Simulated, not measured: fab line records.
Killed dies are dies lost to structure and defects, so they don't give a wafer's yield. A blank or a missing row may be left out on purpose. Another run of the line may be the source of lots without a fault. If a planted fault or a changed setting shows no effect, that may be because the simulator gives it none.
fab line records	flow gf180mcu	part 1 of 2: steps 1 to 43 of 44
record lots=7	wafers=21	lastDay=34
route steps=602 shown LVPWELL@63 MVSD@66 MVPSD@78 VT_IMPLANT@90 PASSIVATION@602
lots that met no fault: taken from a fault-free run of the same line
startH: the number of hours between the record's first day and the start of the first shown wafer of the lot	waitH: how many hours have passed since the lot's step before this one	" as in the row above	L1.1+2: several wafers, shown together as one row	- no value, or no start given	* or withheld: withheld	< > ~ a bound
route shown NAME@n: names a module that has steps shown in the file, with the first one's number in the route	usual: mean/standard deviation of fault-free wafers	same: alike in all rows	chamber/n: place in a boat	sites: the reading at each site	_std_site: how widely they spread, as a standard deviation	_edge_site: outer sites' mean less inner sites'	radiusMm: for every site, how far away it sits from the centre of the wafer	mask NAME#n: copy n	behind: tool/chamber where the wafer was last shaped	hold: the reason the lot was held/the length of the hold in hours/how it ended	device: whichever transistor did not switch (one of n, p or np)	end of line: the tests these same wafers got at the end of their route	for a step that has no rows: nothing shown but its recipe	killed: at the first sort, the dies lost to defects and structure; wafer yield is something else	map: per-die view of a wafer (x killed, . not killed, _ where there is no die)
set.NAME: the setting that was run; set.NAME@STEP: the one run at that earlier step	model.NAME: the simulator's own value behind a step, which no gauge read
lots at selected steps of the route; one table per step, one row per wafer
services: a tool's chamber out of use, with start hour (startH, from the record's first day; less than 0 if before it), hours out, and reason
## steps
# step GF_LVPWELL_IMPLANT_09
# recipe species=B	energyKev=60	doseCm2=5e+12	tiltDeg=0
# step GF_LVPWELL_STRIP_10
# recipe chemistry=O2/N2	powerW=1400	pressureMtorr=1500	platenTempC=250	o2FlowSccm=3000	n2FlowSccm=300	overashFraction=0.5
# usual drypumpMotorCurrentA=5.7/0.41	heaterPowerW=326/48	o2FlowSccm=3002/8	oesProductAu=0.722/0.0043	stripTimeToEndpointS=36.92/0.095
lot.wafer	tool	chamber	startH	waitH	drypumpMotorCurrentA	heaterPowerW	o2FlowSccm	oesProductAu	rfHoursCounterH	stripTimeToEndpointS
L189.3	plasmaAsher-01	1	86.14	0.1	6.1	307	3011	0.723	-	37.09
L189.4	"	0	"	"	6.4	316	3006	0.716	-	37.02
L189.5	"	1	"	"	6.1	305	3017	0.729	-	36.99
L190.2	plasmaAsher-03	1	92.70	0.1	5.8	347	2996	0.722	30	37.02
L190.3	"	1	"	"	5.8	349	2991	0.724	-	37.09
L190.5	"	0	"	"	5.4	297	3006	0.719	-	36.94
L191.3	plasmaAsher-03	0	94.94	0.1	5.4	298	2999	0.726	-	37.08
L191.4	"	1	"	"	5.8	353	2985	0.720	-	36.94
L191.5	"	1	"	"	5.8	356	2986	0.718	-	37.12
L193.4	plasmaAsher-03	0	101.97	0.1	5.4	292	3008	0.724	-	36.95
L193.5	"	1	"	"	5.8	351	2994	0.720	-	36.93
L193.6	"	0	"	"	5.4	293	3020	0.713	-	37.04
L205.2	plasmaAsher-01	1	171.94	0.1	6.1	309	3000	0.718	51	37.07
L205.3	"	1	"	"	6.1	299	2993	0.719	-	36.97
L205.4	"	0	"	"	6.4	324	3012	0.728	-	36.99
L209.2	plasmaAsher-03	0	192.45	0.1	5.4	298	2999	0.721	41	36.94
L209.3	"	0	"	"	5.4	294	3006	0.721	-	37.03
L209.4	"	1	"	"	5.8	352	3008	0.715	-	36.94
L210.3	plasmaAsher-04	1	202.52	0.1	5.8	265	2983	0.727	-	36.75
L210.5	"	1	"	"	5.8	267	3002	0.722	-	36.91
L210.6	"	0	"	"	5.1	407	3002	0.720	-	36.83
# step GF_LVPWELL_TW_MEAS_11
# usual LVPWELL_TW=562.5/2.1
lot.wafer	tool	chamber	startH	waitH	LVPWELL_TW
L189.3	filmMetro-01	-	86.22	0.1	561.7
L189.4	"	-	"	"	560.4
L189.5	"	-	"	"	558.5
L190.2	filmMetro-04	-	92.81	0.1	563.8
L190.3	"	-	"	"	565.0
L190.5	"	-	"	"	561.5
L191.3	filmMetro-03	-	95.02	0.1	562.9
L191.4	"	-	"	"	560.9
L191.5	"	-	"	"	566.1
L193.4	filmMetro-03	-	102.07	0.1	565.5
L193.5	"	-	"	"	565.4
L193.6	"	-	"	"	563.9
L205.2	filmMetro-01	-	172.05	0.1	560.7
L205.3	"	-	"	"	560.9
L205.4	"	-	"	"	562.5
L209.2	filmMetro-04	-	192.56	0.1	562.6
L209.3	"	-	"	"	563.7
L209.4	"	-	"	"	562.7
L210.3	filmMetro-04	-	202.61	0.1	560.6
L210.5	"	-	"	"	561.9
L210.6	"	-	"	"	562.5
# step GF_MVSD_DEHYDRATE_00
# recipe tempC=200	timeS=60
# step GF_MVSD_HMDS_01
# recipe primeTimeS=60	primeTempC=120
# step GF_MVSD_COAT_02
# recipe spinRpm=2000	resistThkNm=3000
# step GF_MVSD_SOFTBAKE_03
# recipe tempC=110	timeS=withheld
# step GF_MVSD_EXPOSE_04
# recipe maskId=MVSD	targetCdNm=1000	na=0.6	sourceShape=conventional	sigmaOuter=0.6	doseMj=260
# step GF_MVSD_PEB_05
# recipe tempC=115	timeS=withheld
# step GF_MVSD_DEVELOP_06
# recipe wallAngleDeg=90	developTimeS=60	devTempC=23
# step GF_MVSD_OVL_MEAS_07
# usual MVSD_OVL=-0.5/1.3
lot.wafer	tool	chamber	startH	waitH	MVSD_OVL[nm]
L189.3	overlay-01	-	99.98	-	0.7
L189.4	"	-	"	"	1.8
L189.5	"	-	"	"	0.8
L190.2	overlay-02	-	107.32	-	0.6
L190.3	"	-	"	"	-0.8
L190.5	"	-	"	"	-1.5
L191.3	overlay-01	-	108.77	-	-1.3
L191.4	"	-	"	"	-1.1
L191.5	"	-	"	"	-0.8
L193.4	overlay-01	-	116.27	-	-2.8
L193.5	"	-	"	"	0.1
L193.6	"	-	"	"	-0.1
L205.2	overlay-01	-	188.61	-	-1.5
L205.3	"	-	"	"	-0.6
L205.4	"	-	"	"	-0.1
L209.2	overlay-02	-	208.97	-	-2.4
L209.3	"	-	"	"	-2.9
L209.4	"	-	"	"	-2.0
L210.3	overlay-02	-	219.42	-	0.4
L210.5	"	-	"	"	0.5
L210.6	"	-	"	"	-1.2
# step GF_MVSD_IMPLANT_08
# recipe species=P	energyKev=400	doseCm2=1.6e+13	tiltDeg=0
# step GF_MVSD_IMPLANT_09
# recipe species=P	energyKev=100	doseCm2=5e+12	tiltDeg=0
# usual beamOnS=9.99/0.22	doseIonsCm2=5e+12/5.4e+09	faradayCurrentUA=28.2/0.61
lot.wafer	tool	chamber	startH	waitH	beamOnS	doseIonsCm2	faradayCurrentUA
L189.3	implanter-03	0	100.20	0.1	10.14	4.997e+12	27.8
L189.4	"	0	"	"	10.10	4.992e+12	27.9
L189.5	"	0	"	"	10.32	4.993e+12	27.3
L190.2	implanter-03	0	107.53	0.1	9.90	7.698e+12	43.8
L190.3	"	0	"	"	9.95	7.692e+12	43.5
L190.5	"	0	"	"	10.16	7.698e+12	42.8
L191.3	implanter-03	0	108.99	0.1	10.02	7.703e+12	43.5
L191.4	"	0	"	"	9.97	7.699e+12	43.6
L191.5	"	0	"	"	9.92	7.701e+12	44.1
L193.4	implanter-03	0	116.52	0.1	10.08	7.705e+12	43.1
L193.5	"	0	"	"	9.91	7.699e+12	43.9
L193.6	"	0	"	"	9.94	7.699e+12	43.8
L205.2	implanter-01	0	188.81	0.1	10.29	5.002e+12	27.5
L205.3	"	0	"	"	10.30	5.019e+12	27.4
L205.4	"	0	"	"	10.27	5.009e+12	27.4
L209.2	implanter-01	0	209.18	0.1	10.18	5.001e+12	27.8
L209.3	"	0	"	"	9.98	5.011e+12	28.2
L209.4	"	0	"	"	10.01	5.01e+12	28.1
L210.3	implanter-03	0	219.64	0.1	10.03	5.005e+12	28.1
L210.5	"	0	"	"	10.17	5.001e+12	27.8
L210.6	"	0	"	"	9.88	4.997e+12	28.6
# step GF_MVSD_STRIP_10
# recipe chemistry=O2/N2	powerW=1400	pressureMtorr=1500	platenTempC=250	o2FlowSccm=3000	n2FlowSccm=300	overashFraction=0.5
# usual drypumpMotorCurrentA=5.9/0.46	heaterPowerW=334/49	o2FlowSccm=3000/9.4	oesProductAu=0.722/0.0047	stripTimeToEndpointS=36.94/0.087
lot.wafer	tool	chamber	startH	waitH	drypumpMotorCurrentA	heaterPowerW	o2FlowSccm	oesProductAu	rfHoursCounterH	stripTimeToEndpointS
L189.3	plasmaAsher-01	1	100.34	0.1	6.1	297	2986	0.727	-	36.91
L189.4	"	0	"	"	6.5	321	3008	0.723	-	36.98
L189.5	"	0	"	"	6.5	326	3020	0.724	-	36.90
L190.2	plasmaAsher-01	0	107.65	0.1	6.4	319	2977	0.730	45	36.71
L190.3	"	1	"	"	6.1	310	3001	0.719	-	36.88
L190.5	"	1	"	"	6.1	312	2998	0.727	-	36.84
L191.3	plasmaAsher-04	1	109.13	0.1	5.8	262	2994	0.720	-	37.10
L191.4	"	0	"	"	5.1	406	3000	0.713	-	37.15
L191.5	"	1	"	"	5.8	263	3009	0.730	-	37.07
L193.4	plasmaAsher-01	1	116.63	0.1	6.1	307	2978	0.724	-	36.99
L193.5	"	0	"	"	6.4	324	3004	0.716	-	36.99
L193.6	"	1	"	"	6.0	312	2995	0.732	-	36.92
L205.2	plasmaAsher-02	1	188.94	0.1	5.4	367	3001	0.719	7	37.05
L205.3	"	1	"	"	5.4	373	2981	0.729	-	36.99
L205.4	"	0	"	"	6.4	403	2998	0.736	-	36.92
L209.2	plasmaAsher-04	0	209.30	0.1	5.2	389	2996	0.727	56	36.92
L209.3	"	0	"	"	5.2	402	3008	0.720	-	36.99
L209.4	"	1	"	"	5.8	267	2998	0.722	-	36.93
L210.3	plasmaAsher-04	0	219.77	0.1	5.1	407	2991	0.724	-	37.01
L210.5	"	0	"	"	5.1	398	2985	0.719	-	36.99
L210.6	"	1	"	"	5.8	265	3001	0.721	-	37.02
# step GF_MVSD_TW_MEAS_11
# usual MVSD_TW=1588/5.9
lot.wafer	tool	chamber	startH	waitH	MVSD_TW
L189.3	filmMetro-04	-	100.42	0.1	1594
L189.4	"	-	"	"	1583
L189.5	"	-	"	"	1597
L190.2	filmMetro-04	-	107.76	0.1	1626
L190.3	"	-	"	"	1623
L190.5	"	-	"	"	1623
L191.3	filmMetro-03	-	109.21	0.1	1630
L191.4	"	-	"	"	1626
L191.5	"	-	"	"	1626
L193.4	filmMetro-04	-	116.72	0.1	1622
L193.5	"	-	"	"	1615
L193.6	"	-	"	"	1622
L205.2	filmMetro-03	-	189.05	0.1	1579
L205.3	"	-	"	"	1579
L205.4	"	-	"	"	1583
L209.2	filmMetro-04	-	209.41	0.1	1590
L209.3	"	-	"	"	1589
L209.4	"	-	"	"	1593
L210.3	filmMetro-04	-	219.86	0.1	1591
L210.5	"	-	"	"	1587
L210.6	"	-	"	"	1583
# step GF_MVPSD_DEHYDRATE_00
# recipe tempC=200	timeS=60
# step GF_MVPSD_HMDS_01
# recipe primeTimeS=60	primeTempC=120
# step GF_MVPSD_COAT_02
# recipe spinRpm=2000	resistThkNm=3000
# step GF_MVPSD_SOFTBAKE_03
# recipe tempC=110	timeS=withheld
# step GF_MVPSD_EXPOSE_04
# recipe maskId=MVPSD	targetCdNm=1000	na=0.6	sourceShape=conventional	sigmaOuter=0.6	doseMj=260
# step GF_MVPSD_PEB_05
# recipe tempC=115	timeS=withheld
# step GF_MVPSD_DEVELOP_06
# recipe wallAngleDeg=90	developTimeS=60	devTempC=23
# step GF_MVPSD_OVL_MEAS_07
# usual MVPSD_OVL=1.9/1.5
lot.wafer	tool	chamber	startH	waitH	MVPSD_OVL[nm]
L189.3	overlay-02	-	115.17	-	0.5
L189.4	"	-	"	"	0.4
L189.5	"	-	"	"	-0.7
L190.2	overlay-01	-	122.32	-	4.7
L190.3	"	-	"	"	3.9
L190.5	"	-	"	"	4.1
L191.3	overlay-02	-	123.97	-	1.4
L191.4	"	-	"	"	0.3
L191.5	"	-	"	"	2.3
L193.4	overlay-02	-	132.09	-	2.8
L193.5	"	-	"	"	1.0
L193.6	"	-	"	"	2.9
L205.2	overlay-02	-	205.96	-	0.7
L205.3	"	-	"	"	2.1
L205.4	"	-	"	"	2.3
L209.2	overlay-01	-	226.27	-	2.9
L209.3	"	-	"	"	2.7
L209.4	"	-	"	"	3.1
L210.3	overlay-01	-	237.02	-	-0.9
L210.5	"	-	"	"	0.5
L210.6	"	-	"	"	2.4
# step GF_MVPSD_IMPLANT_08
# recipe species=B	energyKev=170	doseCm2=1.5e+13	tiltDeg=0
# step GF_MVPSD_IMPLANT_09
# recipe species=B	energyKev=40	doseCm2=5e+12	tiltDeg=0
# step GF_MVPSD_STRIP_10
# recipe chemistry=O2/N2	powerW=1400	pressureMtorr=1500	platenTempC=250	o2FlowSccm=3000	n2FlowSccm=300	overashFraction=0.5
# usual drypumpMotorCurrentA=5.9/0.43	heaterPowerW=341/38	o2FlowSccm=3001/8.8	oesProductAu=0.722/0.005	stripTimeToEndpointS=36.97/0.11
lot.wafer	tool	chamber	startH	waitH	drypumpMotorCurrentA	heaterPowerW	o2FlowSccm	oesProductAu	rfHoursCounterH	stripTimeToEndpointS
L189.3	plasmaAsher-01	0	115.53	0.1	6.4	323	2998	0.714	-	37.03
L189.4	"	1	"	"	6.1	305	3008	0.728	-	37.11
L189.5	"	0	"	"	6.4	321	3009	0.721	-	37.13
L190.2	plasmaAsher-03	0	122.65	0.1	5.4	296	2992	0.733	34	36.91
L190.3	"	0	"	"	5.4	299	2994	0.719	-	36.94
L190.5	"	0	"	"	5.4	301	2989	0.719	-	36.97
L191.3	plasmaAsher-03	1	124.33	0.1	5.8	359	2999	0.721	-	36.89
L191.4	"	0	"	"	5.4	298	2980	0.716	-	36.86
L191.5	"	1	"	"	5.8	351	3008	0.712	-	36.94
L193.4	plasmaAsher-03	1	132.44	0.1	5.8	360	3004	0.727	-	37.04
L193.5	"	1	"	"	5.8	346	2998	0.726	-	36.95
L193.6	"	0	"	"	5.4	292	3001	0.715	-	36.87
L205.2	plasmaAsher-02	0	206.29	0.1	6.4	410	2988	0.719	9	37.06
L205.3	"	0	"	"	6.4	408	3007	0.727	-	36.94
L205.4	"	1	"	"	5.4	369	2976	0.722	-	37.06
L209.2	plasmaAsher-01	1	226.60	0.1	6.0	309	2990	0.729	57	37.02
L209.3	"	1	"	"	6.1	302	3001	0.718	-	37.14
L209.4	"	0	"	"	6.4	323	2999	0.724	-	37.13
L210.3	plasmaAsher-03	1	237.37	0.1	5.8	349	3020	0.724	-	37.10
L210.5	"	0	"	"	5.4	299	3006	0.714	-	37.01
L210.6	"	1	"	"	5.8	357	3005	0.724	-	37.09
# step GF_MVPSD_TW_MEAS_11
# usual MVPSD_TW=556.0/2.3
lot.wafer	tool	chamber	startH	waitH	MVPSD_TW
L189.3	filmMetro-03	-	115.62	0.1	554.1
L189.4	"	-	"	"	552.1
L189.5	"	-	"	"	557.4
L190.2	filmMetro-01	-	122.76	0.1	554.4
L190.3	"	-	"	"	555.7
L190.5	"	-	"	"	554.0
L191.3	filmMetro-03	-	124.42	0.1	558.1
L191.4	"	-	"	"	560.1
L191.5	"	-	"	"	558.7
L193.4	filmMetro-04	-	132.53	0.1	550.9
L193.5	"	-	"	"	551.7
L193.6	"	-	"	"	550.2
L205.2	filmMetro-04	-	206.40	0.1	558.2
L205.3	"	-	"	"	555.5
L205.4	"	-	"	"	554.0
L209.2	filmMetro-04	-	226.71	0.1	556.1
L209.3	"	-	"	"	562.1
L209.4	"	-	"	"	559.7
L210.3	filmMetro-03	-	237.46	0.1	557.9
L210.5	"	-	"	"	557.6
L210.6	"	-	"	"	557.4
# step GF_VT_IMPLANT_DEHYDRATE_00
# recipe tempC=200	timeS=60
# step GF_VT_IMPLANT_HMDS_01
# recipe primeTimeS=60	primeTempC=120
# step GF_VT_IMPLANT_COAT_02
# recipe resist=NOVOLAK	spinRpm=3000	resistThkNm=1000
# step GF_VT_IMPLANT_SOFTBAKE_03
# recipe tempC=90	timeS=60	resist=NOVOLAK
# step GF_VT_IMPLANT_EXPOSE_04
# recipe maskId=LVPWELL_LV_AREA	targetCdNm=600	na=0.6	sourceShape=conventional	sigmaOuter=0.6	doseMj=140
# step GF_VT_IMPLANT_PEB_05
# recipe tempC=withheld	timeS=*	resist=NOVOLAK
# step GF_VT_IMPLANT_DEVELOP_06
# recipe developTimeS=60	devTempC=23
# step GF_VT_IMPLANT_OVL_MEAS_07
# usual VT_IMPLANT_OVL=1.1/1.3
lot.wafer	tool	chamber	startH	waitH	VT_IMPLANT_OVL[nm]
L189.3	overlay-02	-	130.72	0.1	0.0
L189.4	"	-	"	"	1.5
L189.5	"	-	"	"	2.2
L190.2	overlay-01	-	137.56	0.1	-1.3
L190.3	"	-	"	"	-0.1
L190.5	"	-	"	"	0.2
L191.3	overlay-02	-	139.87	0.1	-0.1
L191.4	"	-	"	"	0.4
L191.5	"	-	"	"	0.0
L193.4	overlay-01	-	148.37	0.1	1.0
L193.5	"	-	"	"	1.0
L193.6	"	-	"	"	1.7
L205.2	overlay-02	-	224.17	0.1	2.0
L205.3	"	-	"	"	2.0
L205.4	"	-	"	"	3.8
L209.2	overlay-01	-	245.21	0.1	0.6
L209.3	"	-	"	"	1.2
L209.4	"	-	"	"	1.0
L210.3	overlay-02	-	255.71	0.1	-0.3
L210.5	"	-	"	"	-1.1
L210.6	"	-	"	"	1.0
# step GF_VT_IMPLANT_IMPLANT_08
# recipe species=BF2	energyKev=20	doseCm2=8.29e+12	tiltDeg=7
# step GF_VT_IMPLANT_STRIP_09
# recipe chemistry=O2/N2	powerW=1400	pressureMtorr=1500	platenTempC=250	o2FlowSccm=3000	n2FlowSccm=300	overashFraction=0.5
# usual drypumpMotorCurrentA=5.7/0.44	heaterPowerW=352/56	o2FlowSccm=2999/9	oesProductAu=0.716/0.0041	stripTimeToEndpointS=12.62/0.035
lot.wafer	tool	chamber	startH	waitH	drypumpMotorCurrentA	heaterPowerW	o2FlowSccm	oesProductAu	rfHoursCounterH	stripTimeToEndpointS
L189.3	plasmaAsher-04	0	130.92	0.1	5.2	407	2999	0.711	-	12.59
L189.4	"	1	"	"	5.8	266	3016	0.713	-	12.61
L189.5	"	1	"	"	5.8	259	3003	0.709	-	12.58
L190.2	plasmaAsher-03	1	137.74	0.1	5.8	355	3005	0.718	35	12.61
L190.3	"	1	"	"	5.8	358	3005	0.710	-	12.66
L190.5	"	0	"	"	5.4	306	2994	0.707	-	12.65
L191.3	plasmaAsher-04	1	140.07	0.1	5.8	267	2995	0.714	-	12.58
L191.4	"	0	"	"	5.1	396	3000	0.716	-	12.59
L191.5	"	1	"	"	5.8	271	2997	0.720	-	12.60
L193.4	plasmaAsher-04	1	148.57	0.1	5.8	262	2996	0.725	-	12.62
L193.5	"	0	"	"	5.1	387	2992	0.722	-	12.60
L193.6	"	1	"	"	5.8	257	2993	0.715	-	12.59
L205.2	plasmaAsher-02	0	224.35	0.1	6.4	416	2998	0.720	10	12.63
L205.3	"	0	"	"	6.4	406	3000	0.717	-	12.69
L205.4	"	1	"	"	5.4	369	2994	0.717	-	12.68
L209.2	plasmaAsher-04	0	245.39	0.1	5.1	403	2997	0.719	60	12.60
L209.3	"	1	"	"	5.8	266	3012	0.723	-	12.62
L209.4	"	0	"	"	5.1	399	2975	0.713	-	12.66
L210.3	plasmaAsher-02	0	255.92	0.1	6.5	408	2996	0.710	-	12.60
L210.5	"	1	"	"	5.4	370	2994	0.720	-	12.62
L210.6	"	0	"	"	6.5	410	2999	0.721	-	12.58
# step GF_VT_IMPLANT_TW_MEAS_10
# usual VT_IMPLANT_TW=565/3.5
lot.wafer	tool	chamber	startH	waitH	VT_IMPLANT_TW
L189.3	filmMetro-02	-	131.01	0.1	564
L189.4	"	-	"	"	560
L189.5	"	-	"	"	565
L190.2	filmMetro-04	-	137.85	0.1	563
L190.3	"	-	"	"	565
L190.5	"	-	"	"	564
L191.3	filmMetro-02	-	140.16	0.1	563
L191.4	"	-	"	"	564
L191.5	"	-	"	"	560
L193.4	filmMetro-03	-	148.67	0.1	570
L193.5	"	-	"	"	568
L193.6	"	-	"	"	566
L205.2	filmMetro-02	-	224.55	0.2	566
L205.3	"	-	"	"	564
L205.4	"	-	"	"	565
L209.2	filmMetro-02	-	245.50	0.1	559
L209.3	"	-	"	"	562
L209.4	"	-	"	"	564
L210.3	filmMetro-04	-	256.01	0.1	566
L210.5	"	-	"	"	568
L210.6	"	-	"	"	565
# step GF_VT_IMPLANT_DEHYDRATE_11
# recipe tempC=200	timeS=60
# step GF_VT_IMPLANT_HMDS_12
# recipe primeTimeS=60	primeTempC=120
# step GF_VT_IMPLANT_COAT_13
# recipe resist=NOVOLAK	spinRpm=3000	resistThkNm=1000
# step GF_VT_IMPLANT_SOFTBAKE_14
# recipe tempC=90	timeS=60	resist=NOVOLAK
# step GF_VT_IMPLANT_RS_MEAS_46
# recipe thkMeasGauge=four-point-probe
# usual MVSD_RS=456.7/1.1
lot.wafer	tool	chamber	startH	waitH	MVSD_RS[ohm/sq]
L189.3	filmMetro-03	-	180.59	0.1	457.1
L189.4	"	-	"	"	455.8
L189.5	"	-	"	"	456.0
L190.2	filmMetro-04	-	187.68	0.1	422.8
L190.3	"	-	"	"	422.1
L190.5	"	-	"	"	422.8
L191.3	filmMetro-04	-	189.44	0.1	424.0
L191.4	"	-	"	"	424.2
L191.5	"	-	"	"	422.8
L193.4	filmMetro-04	-	199.26	0.1	423.2
L193.5	"	-	"	"	423.8
L193.6	"	-	"	"	423.0
L205.2	filmMetro-01	-	282.88	0.1	457.7
L205.3	"	-	"	"	457.4
L205.4	"	-	"	"	456.9
L209.2	filmMetro-03	-	303.67	0.1	456.2
L209.3	"	-	"	"	456.2
L209.4	"	-	"	"	455.5
L210.3	filmMetro-04	-	315.40	0.1	457.9
L210.5	"	-	"	"	458.4
L210.6	"	-	"	"	457.7
## key
firstSign step=GF_MVSD_IMPLANT_09	reading=doseIonsCm2	direction=up	sigmas=99+	usual=5e+12	struck=7.7e+12
effect step=GF_MVSD_IMPLANT_09	reading=faradayCurrentUA	direction=up	sigmas=25	usual=28.2	struck=43.5
effect step=GF_MVSD_TW_MEAS_11	reading=MVSD_TW	direction=up	sigmas=6.1	usual=1588	struck=1624
effect step=GF_VT_IMPLANT_RS_MEAS_46	reading=MVSD_RS	direction=down	sigmas=30	usual=456.7	struck=423.2
modelEffect step=GF_PASSIVATION_PROBE_99	value=etest.ldnmos_10p0.rOnOhmUm	without=3722	struck=3482
metAt GF_MVSD_IMPLANT_09
struckWafers L190.2,L190.3,L190.5,L191.3,L191.4,L191.5,L193.4,L193.5,L193.6
testerLeftOut L190,L191,L193
onsetBetween 100.20 107.53
fault kind=processParameterDrift	tool=implanter-03	chamber=-	onsetH=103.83	steps=GF_MVSD_IMPLANT_09	channel=doseCm2	offset=2.7016e+12	shape=step	endH=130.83	actsIn=theseRecipesOnly	stated=5e+12
# testerLeftOut: of these lots the tester's yield and bins aren't shown, on N5 and GAA mostly nor the transistor test; their killed dies are dies lost to structure and defects alone, not to doping, threshold or leakage, so they don't give the yield
